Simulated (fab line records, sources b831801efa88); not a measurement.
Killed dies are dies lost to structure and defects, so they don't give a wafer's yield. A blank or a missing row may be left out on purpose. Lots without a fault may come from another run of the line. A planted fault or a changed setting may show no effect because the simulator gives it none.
Which tool did it? | flow sky130 | 13 lots, 39 wafers sampled, at 4 steps of a route of 708

WHAT THE GAUGES READ, wafer by wafer
SKY_PWDE_OVL_MEAS_07.
lot  | measured    | on         | PWDE_OVL (nm)
L565 | day 4 03:44 | overlay-01 | -0.2 1.4 0.1
L567 | day 4 12:09 | overlay-02 | -0.8 1.7 0.8
L568 | day 4 20:51 | overlay-02 | 0.4 0.0 0.1
L569 | day 5 02:54 | overlay-01 | 3.6 2.3 2.7
L570 | day 5 07:51 | overlay-02 | 0.4 0.7 0.8
L571 | day 5 13:19 | overlay-01 | 0.6 -0.8 -1.7
L572 | day 5 19:15 | overlay-01 | 0.2 -1.5 -0.5
L574 | day 6 02:19 | overlay-02 | -0.6 0.5 1.5
L575 | day 6 09:57 | overlay-01 | 0.9 0.4 -0.2
L576 | day 6 15:14 | overlay-01 | 0.4 1.5 0.9
L577 | day 6 20:35 | overlay-01 | 0.9 0.9 -0.1
L586 | day 8 22:11 | overlay-02 | -0.4 0.3 -1.5
L587 | day 9 16:32 | overlay-01 | 0.8 1.7 1.1

SKY_POLY_GATE_THK_MEAS_21.
lot  | measured     | on            | POLY_GATE_OXIDATION_THK (nm)
L565 | day 16 22:53 | film_metro-01 | 4.04 3.98 3.96
L567 | day 17 07:25 | film_metro-04 | 3.94 3.94 4.00
L568 | day 18 03:43 | film_metro-04 | 4.00 3.98 3.98
L569 | day 18 10:24 | film_metro-02 | 3.99 3.89 4.01
L570 | day 18 22:03 | film_metro-02 | 3.98 3.95 3.96
L571 | day 19 06:01 | film_metro-02 | 3.80 3.85 3.95
L572 | day 19 12:34 | film_metro-01 | 3.93 3.97 3.93
L574 | day 20 02:17 | film_metro-01 | 3.98 3.96 3.96
L575 | day 20 12:29 | film_metro-01 | 3.97 3.91 3.96
L576 | day 20 22:36 | film_metro-04 | 3.91 4.01 4.00
L577 | day 21 08:17 | film_metro-04 | 4.03 3.97 4.07
L586 | day 24 12:16 | film_metro-02 | 4.04 4.07 4.07
L587 | day 25 10:16 | film_metro-02 | 4.03 3.90 3.88

SKY_LI_CONTACT_THK_MEAS_23: measures by xrf.
lot  | measured     | on            | LI_CONTACT_W_THK (nm)
L565 | day 29 16:12 | film_metro-04 | 433 435 433
L567 | day 30 00:09 | film_metro-02 | 417 431 418
L568 | day 30 20:39 | film_metro-02 | 430 434 417
L569 | day 31 00:59 | film_metro-02 | 430 428 411
L570 | day 31 09:22 | film_metro-01 | 414 421 416
L571 | day 31 21:35 | film_metro-04 | 411 419 418
L572 | day 32 01:15 | film_metro-04 | 438 434 423
L574 | day 32 13:08 | film_metro-04 | 429 430 418
L575 | day 32 21:48 | film_metro-04 | 416 425 432
L576 | day 33 03:25 | film_metro-04 | 420 412 413
L577 | day 33 15:07 | film_metro-02 | 424 427 435
L586 | day 36 07:12 | film_metro-02 | 428 429 430
L587 | day 37 05:46 | film_metro-04 | 422 432 415

WHICH TOOL RAN EACH LOT (tool, then ch and the chambers of the sampled wafers, then the start)
lot  | SKY_LDD_HVN_EXPOSE_04
L565 | iline_stepper-02 ch 0, day 20 03:51
L567 | iline_stepper-01 ch 0, day 20 13:48
L568 | iline_stepper-01 ch 0, day 21 12:41
L569 | iline_stepper-02 ch 0, day 21 18:20
L570 | iline_stepper-01 ch 0, day 22 04:36
L571 | iline_stepper-02 ch 0, day 22 15:06
L572 | iline_stepper-01 ch 0, day 22 19:52
L574 | iline_stepper-02 ch 0, day 23 08:15
L575 | iline_stepper-02 ch 0, day 23 18:59
L576 | iline_stepper-02 ch 0, day 24 04:15
L577 | iline_stepper-02 ch 0, day 24 15:44
L586 | iline_stepper-02 ch 0, day 27 14:56
L587 | iline_stepper-01 ch 0, day 28 13:52
- SKY_LDD_HVN_EXPOSE_04: exposes mask HVNTM, target cd 700 nm.

WHAT THE TOOLS THEMSELVES READ (means of the sampled wafers that have a number; where no wafer has one, the mark that the record gives instead)
The record holds no such reading with a usual standard deviation.

THE ANSWER, worked out from the rows above alone
Rule: what is usual is taken from the lots themselves. Put in order of their means at a reading, lots are off if they are a third of the lots or fewer, leave a main group of 4 or more, and stand apart from it by a gap of 3 or more times the standard deviation of the main group's means; of several such gaps the widest counts. A main group whose means are all the same, to the digits that the tables above print for the reading, isn't used. A lot without any number at a reading at which 4 lots or more have one is off too. The other lots that the step has rows for count as sound. The gauges are gone through in route order, then the tools' own readings, and for those a lot's mean is taken as printed above. The first step at which some lot is off is used, and at that step the reading that is off furthest; a lot without a number counts as furthest.
No lot is off at any reading shown: from this, nothing can be told.

WHAT THE SIMULATOR HAD PUT IN
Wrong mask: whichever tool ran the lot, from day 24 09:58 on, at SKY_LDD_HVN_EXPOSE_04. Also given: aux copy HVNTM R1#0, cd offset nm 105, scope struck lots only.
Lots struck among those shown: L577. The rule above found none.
